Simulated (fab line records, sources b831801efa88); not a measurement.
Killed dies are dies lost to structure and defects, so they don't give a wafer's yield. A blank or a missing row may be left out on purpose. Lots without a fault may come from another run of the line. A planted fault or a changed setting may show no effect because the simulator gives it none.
A struck lot beside a sound one | flow sky130 | 15 steps out of a route of 708
Sound: wafers L152.2, L152.4, L152.6. Struck: wafers L159.1, L159.2, L159.5. The cause comes at the end.
At each step with rows: each side's tool, then ch and its chambers, then its first start. Under that, the readings that differ: sound wafers | struck wafers | difference of the means | sigmas: that difference in standard deviations of wafers without a fault.
alike: readings whose means differ by less than 2 such deviations, and words and numbers that are the same on both sides. not compared: withheld readings, readings that some wafer has no value for, bounds like >300 that may hide the same value, and numbers for which the record gives no deviation and whose values overlap.
The two part at a step that has a row with sigmas, a row that says differs or no value, or rows on one side only. Numbers that don't overlap but have no deviation are shown without sigmas and don't part them. A reading that every wafer of one side lacks parts them only if that side has two wafers or more.

first, 6 steps without rows for these wafers: SKY_METAL4_COAT_07 (resist thk 60 nm); SKY_METAL4_COAT_08 (resist thk 1140 nm); SKY_METAL4_SOFTBAKE_09 (time 90 s); SKY_METAL4_EXPOSE_10 (exposes mask MM4, target cd 300 nm); SKY_METAL4_PEB_11; SKY_METAL4_DEVELOP_12 (develop time 60 s).
SKY_METAL4_CD_MEAS_13: target cd 300 nm.
  sound on cd_sem-02, day 42 12:45; struck on cd_sem-02, day 44 13:44
  alike: cd_nm
SKY_METAL4_OVL_MEAS_14:
  sound on overlay-02, day 42 12:52; struck on overlay-01, day 44 13:51
  alike: METAL4_OVL
SKY_METAL4_DESCUM_15: chemistry O2, time 8 s.
  sound on rie_metal-04 ch 0,1, day 42 12:53; struck on rie_metal-04 ch 0,1, day 44 13:53
  alike: drypump_motor_current_A, oes_product_au, temp_c
  not compared: rf_hours_counter_h
SKY_METAL4_ETCH_16: etches BARC in N2/H2, stops on SiO2, time 88.2 s, target depth 60 nm.
  sound on rie_metal-04 ch 0,1, day 42 12:55; struck on rie_metal-04 ch 0,1, day 44 13:55
  reading                | sound                | struck               | difference | sigmas
  throttle_valve_pct (%) | 13.198 13.201 13.202 | 13.220 13.228 13.216 | +0.021     | +2
  alike: drypump_motor_current_A, oes_product_au
  not compared: rf_hours_counter_h
SKY_METAL4_ETCH_17: etches SiO2 in C4F8/O2/Ar, stops on TiN, time 3.9 s, target depth 15 nm.
  sound on rie_diel-03 ch 2,3, day 42 13:01; struck on rie_diel-03 ch 1,3, day 44 14:01
  alike: oes_product_au
  not compared: rf_hours_counter_h
SKY_METAL4_METAL_ETCH_18: etches the open film in Cl2/BCl3, stops on SiO2, target depth 845 nm, time 183.1 s.
  sound on rie_metal-03 ch 0,1, day 42 13:02; struck on rie_metal-01 ch 0,1, day 44 14:02
  reading                     | sound             | struck            | difference | sigmas
  drypump_motor_current_A (A) | 5.80 5.62 5.80    | 5.23 5.18 5.24    | -0.52      | -2
  oes_product_au (a.u.)       | 0.880 0.885 0.882 | 0.868 0.859 0.867 | -0.018     | -2
  alike: throttle_valve_pct
  not compared: rf_hours_counter_h
SKY_METAL4_STRIP_19: strips in O2/N2.
  sound on plasma_asher-01 ch 0,1, day 42 13:13; struck on plasma_asher-01 ch 0,1, day 44 14:13
  reading          | sound       | struck      | difference | sigmas
  overash_fraction | 0.5 0.5 0.5 | 0.3 0.3 0.3 | -0.2       |
  alike: drypump_motor_current_A, oes_product_au, strip_time_to_endpoint_s
  not compared: rf_hours_counter_h
then, 1 step without rows for these wafers: SKY_METAL4_STRIP_20 (strips in post etch residue remover, time 1200 s).
SKY_PAD_OPEN_PROBE_99:
  the record has rows for the sound wafers here (prober-01, day 46 11:22) and none for the struck ones

WHERE THEY PART
First at SKY_METAL4_ETCH_16; last, within this record, at SKY_PAD_OPEN_PROBE_99.

WHY: what the simulator had put in
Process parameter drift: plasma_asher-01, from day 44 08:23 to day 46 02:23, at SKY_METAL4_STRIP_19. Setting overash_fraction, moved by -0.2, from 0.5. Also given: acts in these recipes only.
